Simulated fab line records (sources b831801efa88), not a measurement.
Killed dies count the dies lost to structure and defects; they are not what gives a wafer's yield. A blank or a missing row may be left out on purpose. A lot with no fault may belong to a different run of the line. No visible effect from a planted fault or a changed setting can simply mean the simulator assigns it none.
Which tool was responsible? ; flow sky130 ; Sampling: 7 lots, 21 wafers, 2 of 708 route steps

== WHAT EACH GAUGE READ, for each wafer ==
SKY_VIA1_RS_MEAS_22: the measuring method here is four-point-probe.
lot;measured;on;VIA1_W_RS (ohm/sq)
L164;day 34 00:28;film metro-01;0.426 0.426 0.426
L166;day 34 10:04;film metro-01;0.430 0.419 0.422
L169;day 35 22:23;film metro-01;0.429 0.428 0.432
L174;day 37 16:32;film metro-03;0.420 0.427 0.420
L182;day 40 06:52;film metro-03;0.428 0.425 0.427
L184;day 40 12:53;film metro-03;0.428 0.435 0.430
L186;day 41 04:11;film metro-03;0.422 0.414 0.431

== WHICH TOOL RAN EACH LOT (tool, then ch and the chambers of the sampled wafers, then the start) ==
lot;SKY_VIA1_SPUTTER_20
L164;pvd sputter-03, day 34 00:17
L166;pvd sputter-02, day 34 09:44
L169;pvd sputter-03, day 35 22:14
L174;pvd sputter-03, day 37 16:22
L182;pvd sputter-04, day 40 06:43
L184;pvd sputter-03, day 40 12:44
L186;pvd sputter-03, day 41 03:58
- SKY_VIA1_SPUTTER_20: material TiN, target thk 20 nm, time 80 s.

== THE ANSWER, worked out from the rows above alone ==
Rule: what is usual is taken from the lots themselves. Put in order of their means at a reading, lots are off if they are a third of the lots or fewer, leave a main group of 4 or more, and stand apart from it by a gap of 3 or more times the standard deviation of the main group's means; of several such gaps the widest counts. A main group is skipped when, at the precision printed for the reading in the tables above, its means are all equal. Also off: a lot with no number at a reading for which 4 or more lots have one. The other lots that the step has rows for count as sound.
Across all readings shown, no lot is off: no conclusion can be drawn from this.

== WHAT THE SIMULATOR PUT IN ==
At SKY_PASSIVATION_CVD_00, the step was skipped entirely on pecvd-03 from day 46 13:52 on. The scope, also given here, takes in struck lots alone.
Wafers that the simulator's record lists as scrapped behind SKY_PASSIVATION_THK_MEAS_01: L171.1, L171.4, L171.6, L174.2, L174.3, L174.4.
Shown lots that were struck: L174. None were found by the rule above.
